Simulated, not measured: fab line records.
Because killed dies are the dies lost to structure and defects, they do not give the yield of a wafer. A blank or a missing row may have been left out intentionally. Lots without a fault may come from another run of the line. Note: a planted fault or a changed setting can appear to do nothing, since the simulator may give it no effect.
Matching of chambers / flow gf180mcu / GF_V1_ETCH_16 on rie diel-04: 3 sister chambers
The step etches BARC in N2/H2. 6 wafers are shown with their chamber, then 5 later ones without.

EACH WAFER AND ITS CHAMBER
wafer=L762.6; chamber=1; drypump motor current A (A)=5.04; bias w (W)=99.9
wafer=L774.4; chamber=2; drypump motor current A (A)=5.65; bias w (W)=99.4
wafer=L777.1; chamber=3; drypump motor current A (A)=5.72; bias w (W)=100.5
wafer=L777.3; chamber=1; drypump motor current A (A)=5.04; bias w (W)=99.8
wafer=L777.5; chamber=3; drypump motor current A (A)=5.72; bias w (W)=100.3
wafer=L778.3; chamber=2; drypump motor current A (A)=5.64; bias w (W)=100.1

WAFERS WITHOUT THEIR CHAMBER
wafer=L780.1; drypump motor current A (A)=5.64; bias w (W)=100.3
wafer=L780.4; drypump motor current A (A)=5.04; bias w (W)=99.6
wafer=L780.5; drypump motor current A (A)=5.72; bias w (W)=100.2
wafer=L781.1; drypump motor current A (A)=5.04; bias w (W)=100.2
wafer=L781.2; drypump motor current A (A)=5.71; bias w (W)=99.7

CHAMBER TAKEN BY EACH
wafer=L780.1; from the rows above=2; in truth=2
wafer=L780.4; from the rows above=1; in truth=1
wafer=L780.5; from the rows above=3; in truth=3
wafer=L781.1; from the rows above=1; in truth=1
wafer=L781.2; from the rows above=3; in truth=3
5 of 5 placed correctly. Can't be placed from these rows: 0. Wrongly placed: 0.
How it was worked out, from the rows above alone: a wafer's distance from a chamber is the root of the sum, over the readings, of the square of ((its reading less the chamber's mean) divided by the reading's scatter). If the next closest chamber is less than 2 further off than the closest, the wafer can't be placed; otherwise it belongs to the closest. Each chamber's mean is taken over the wafers shown for it. The scatter: take each reading less its chamber's mean, square it, sum over the shown wafers, divide by the number of wafers less the number of chambers, and take the root.
